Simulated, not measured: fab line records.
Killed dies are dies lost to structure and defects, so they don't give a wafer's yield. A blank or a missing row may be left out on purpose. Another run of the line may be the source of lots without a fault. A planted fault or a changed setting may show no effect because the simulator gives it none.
What tool caused it? :: flow gf180mcu :: 7 lots, 21 wafers sampled, at 1 step of a route of 602

## WHAT THE GAUGES SHOWED, per wafer
GF_NSD_TW_MEAS_12.
lot: L519
measured: day 14 05:38
on: film-metro-01
NSD_TW: 4180 4195 4171

lot: L522
measured: day 15 01:12
on: film-metro-04
NSD_TW: 4197 4198 4192

lot: L524
measured: day 15 16:57
on: film-metro-01
NSD_TW: 4183 4186 4217

lot: L528
measured: day 17 00:01
on: film-metro-04
NSD_TW: 4216 4207 4199

lot: L530
measured: day 18 00:24
on: film-metro-01
NSD_TW: 4196 4193 4210

lot: L535
measured: day 20 09:29
on: film-metro-01
NSD_TW: 4198 4191 4200

lot: L540
measured: day 21 20:27
on: film-metro-01
NSD_TW: 4207 4199 4220

## TOOL THAT RAN EACH LOT (tool first, then ch and the chambers of the sampled wafers, then the start)
The record shows no process step preceding these readings.

## THE ANSWER, worked out from the rows above alone
Rule: usual is defined by the lots themselves. Put in order of their means at a reading, lots are off if they are a third of the lots or fewer, leave a main group of 4 or more, and stand apart from it by a gap of 3 or more times the standard deviation of the main group's means; of several such gaps the widest counts. The tables above print the reading to a certain number of digits; a main group whose means all agree to those digits is not used. Also off: a lot with no number at a reading for which 4 or more lots have one. Any other lot the step has rows for is counted as sound.
Across all readings shown, no lot is off: no conclusion can be drawn from this.

## WHAT THE SIMULATOR PUT IN
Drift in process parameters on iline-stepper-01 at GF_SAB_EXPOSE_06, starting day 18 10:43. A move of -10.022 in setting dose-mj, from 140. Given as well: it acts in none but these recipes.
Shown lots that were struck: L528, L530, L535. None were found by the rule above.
